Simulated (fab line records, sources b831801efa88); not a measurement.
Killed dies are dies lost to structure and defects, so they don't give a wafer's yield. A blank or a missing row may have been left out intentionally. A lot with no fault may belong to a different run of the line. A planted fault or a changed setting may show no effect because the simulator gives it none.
Which tool did it?    flow sky130    7 lots with 21 wafers sampled at 2 steps, on a route of 708 steps

== WHAT EACH GAUGE READ, for each wafer ==
SKY_CAP2M_RS_MEAS_03: a four-point-probe measurement.
lot   measured      on             CAP2M_TIN_RS (ohm/sq)
L226  day 40 10:57  film_metro-02  6.80 6.82 6.82
L232  day 41 20:49  film_metro-04  6.87 6.86 6.90
L234  day 42 06:50  film_metro-04  6.87 6.92 6.84
L236  day 42 18:08  film_metro-01  6.92 6.87 6.93
L238  day 43 08:09  film_metro-02  6.96 6.93 6.95
L240  day 44 02:18  film_metro-04  7.01 6.90 6.91
L248  day 46 04:10  film_metro-04  6.97 7.01 6.98

== EACH LOT AND THE TOOL THAT RAN IT (in order: tool; ch and the chambers of the sampled wafers; start) ==
lot   SKY_METAL4_SPUTTER_02
L226  pvd_sputter-03, day 40 10:38
L232  pvd_sputter-04, day 41 20:32
L234  pvd_sputter-04, day 42 06:29
L236  pvd_sputter-03, day 42 17:47
L238  pvd_sputter-04, day 43 07:50
L240  pvd_sputter-03, day 44 01:59
L248  pvd_sputter-04, day 46 03:52
- SKY_METAL4_SPUTTER_02: material AlCu, target thk 735 nm, time 39.1 s.

== THE ANSWER, worked out from the rows above alone ==
Rule: the usual values come from the lots themselves. The widest of any qualifying gaps counts: lots, ordered by their means at a reading, are off when they make up no more than a third of the lots, leave a main group of 4 or more, and stand apart from it by 3 or more times the standard deviation of that group's means. A main group whose means are all the same, to the digits that the tables above print for the reading, isn't used. A lot without any number at a reading at which 4 lots or more have one is off too. Any other lot the step has rows for is counted as sound.
Across all readings shown, no lot is off: no conclusion can be drawn from this.

== WHAT THE SIMULATOR PUT IN ==
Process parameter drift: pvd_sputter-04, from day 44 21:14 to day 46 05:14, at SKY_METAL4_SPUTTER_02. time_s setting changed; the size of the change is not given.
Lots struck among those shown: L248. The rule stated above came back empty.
